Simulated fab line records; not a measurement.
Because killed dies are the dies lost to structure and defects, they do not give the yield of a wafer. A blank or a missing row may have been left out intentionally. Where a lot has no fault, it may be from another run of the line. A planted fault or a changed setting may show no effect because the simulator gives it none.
Comparing a struck lot with a sound one / flow sky130 / 21 out of 708 route steps
Sound: the wafers L654.1, L654.4, L654.5. Wafers struck: L661.3, L661.5, L661.6. The cause comes at the end.
For every step that has rows: the tool of each side, followed by ch and its chambers, followed by its first start. Under that, the readings that differ: sound wafers / struck wafers / difference of the means / sigmas: that difference in standard deviations of wafers without a fault.
alike: readings whose means differ by less than 2 such deviations, and words and numbers that are the same on both sides. not compared: withheld readings, readings that some wafer has no value for, bounds like >300 that may hide the same value, and numbers for which the record gives no deviation and whose values overlap.
The two part at a step that has a row with sigmas, a row that says differs or no value, or rows on one side only. When numbers do not overlap yet have no deviation, they are printed without sigmas and do not part them. A reading that every wafer of one side lacks parts them only if that side has two wafers or more.

SKY_LI_CONTACT_CVD_21: deposits W, target thk 400 nm, time 120.56 s.
  sound on cvd w-02 ch 0, day 33 11:32; struck on cvd w-02 ch 0,1, day 35 13:26
  alike: heater power outer w, heater power w
SKY_LI_CONTACT_RS_MEAS_22: the measuring method here is four-point-probe.
  sound on film metro-03 at day 33 11:40; struck on film metro-04 at day 35 13:34
  alike: LI_CONTACT_W_RS
SKY_LI_CONTACT_THK_MEAS_23: measures by xrf.
  sound on film metro-03 at day 33 11:47; struck on film metro-04 at day 35 13:40
  alike: LI_CONTACT_W_THK
SKY_LI_CONTACT_CMP_24: polishes, stops on PSG, t overpolish 20 s, target thk 0 nm.
  sound on cmp-02 ch 0,1,3, day 33 11:55; struck on cmp-01 ch 0,2,3, day 35 13:48
  alike: motor current A, overpolish run s, time to endpoint s
SKY_LOCAL_INTERCONNECT_SPUTTER_00: material TiN, target thk 100 nm, time 83.3 s.
  sound on pvd sputter-04 at day 33 12:10; struck on pvd sputter-04 at day 35 14:00
  alike: throttle valve pct
SKY_LOCAL_INTERCONNECT_RS_MEAS_01: the measuring method here is four-point-probe.
  sound on film metro-01 at day 33 12:13; struck on film metro-02 at day 35 14:07
reading=LOCAL_INTERCONNECT_TIN_RS (ohm/sq); sound=14.26 14.30 14.14; struck=13.99 13.89 14.01; difference=-0.27; sigmas=-2
SKY_LOCAL_INTERCONNECT_THK_MEAS_02: measures by xrf.
  sound on film metro-01 at day 33 12:20; struck on film metro-02 at day 35 14:13
reading=LOCAL_INTERCONNECT_TIN_THK (nm); sound=101.0 100.9 101.6; struck=103.3 104.0 102.9; difference=+2.2; sigmas=+2
then, 5 steps without rows for these wafers: SKY_LOCAL_INTERCONNECT_DEHYDRATE_03 (time 60 s); SKY_LOCAL_INTERCONNECT_HMDS_04 (prime time 60 s); SKY_LOCAL_INTERCONNECT_COAT_05 (resist thk 60 nm); SKY_LOCAL_INTERCONNECT_COAT_06 (resist thk 450 nm); SKY_LOCAL_INTERCONNECT_SOFTBAKE_07 (time 90 s).
SKY_LOCAL_INTERCONNECT_EXPOSE_08: exposes mask LI1M, target cd 170 nm.
  sound on krf scanner-02 ch 0, day 34 02:08; struck on krf scanner-02 ch 0, day 36 03:40
reading=exposure dose mJ cm2; sound=27.95 27.99 28.02; struck=26.83 26.87 26.82; difference=-1.15; sigmas=-35
  alike: mask, reticle temp C, stage vel mm s
then, 2 steps without rows for these wafers: SKY_LOCAL_INTERCONNECT_PEB_09; SKY_LOCAL_INTERCONNECT_DEVELOP_10 (develop time 60 s).
SKY_LOCAL_INTERCONNECT_CD_MEAS_11: target cd 170 nm.
  sound on cd sem-01 at day 34 14:44; struck on cd sem-02 at day 36 17:10
reading=cd nm (nm); sound=172.2 169.7 170.5; struck=179.1 179.2 179.8; difference=+8.6; sigmas=+6
SKY_LOCAL_INTERCONNECT_OVL_MEAS_12:
  sound on overlay-02 at day 34 14:51; struck on overlay-02 at day 36 17:16
  alike: LOCAL_INTERCONNECT_OVL
SKY_LOCAL_INTERCONNECT_ETCH_13: etches BARC in N2/H2, stops on SiO2, time 43.91 s, target depth 60 nm.
  sound on rie metal-02 ch 0,1, day 34 14:53; struck on rie metal-02 ch 0,1, day 36 17:19
reading=model.LOCAL_INTERCONNECT.cd nm (nm); sound=171.7 169.4 170.4; struck=179.5 179 180.4; difference=+9.1; sigmas=
  alike: drypump motor current A, oes product au, throttle valve pct
  not compared: rf hours counter h
SKY_LOCAL_INTERCONNECT_METAL_ETCH_14: etches TiN in Cl2/BCl3, stops on PSG, target depth 110 nm, time 31.4 s.
  sound on rie metal-02 ch 0,1, day 34 14:57; struck on rie metal-02 ch 0,1, day 36 17:22
reading=model.LOCAL_INTERCONNECT.cd nm (nm); sound=172 169.5 170.4; struck=179.6 178.6 180.3; difference=+8.9; sigmas=
  alike: drypump motor current A, oes product au, throttle valve pct
  not compared: rf hours counter h
SKY_LOCAL_INTERCONNECT_STRIP_15: strips in O2/N2.
  sound on plasma asher-03 ch 0,1, day 34 15:00; struck on plasma asher-03 ch 0,1, day 36 17:26
  alike: drypump motor current A, oes product au, strip time to endpoint s
  not compared: rf hours counter h
next, for these wafers, 1 step has no rows: SKY_PAD_OPEN_PROBE_99.

== WHERE THEY PART ==
Last at SKY_LOCAL_INTERCONNECT_CD_MEAS_11 as far as this record goes, first at SKY_LOCAL_INTERCONNECT_RS_MEAS_01. Later steps at which nothing parts them and some readings are alike: SKY_LOCAL_INTERCONNECT_OVL_MEAS_12, SKY_LOCAL_INTERCONNECT_ETCH_13, SKY_LOCAL_INTERCONNECT_METAL_ETCH_14, SKY_LOCAL_INTERCONNECT_STRIP_15.

WHY: what the simulator had put in
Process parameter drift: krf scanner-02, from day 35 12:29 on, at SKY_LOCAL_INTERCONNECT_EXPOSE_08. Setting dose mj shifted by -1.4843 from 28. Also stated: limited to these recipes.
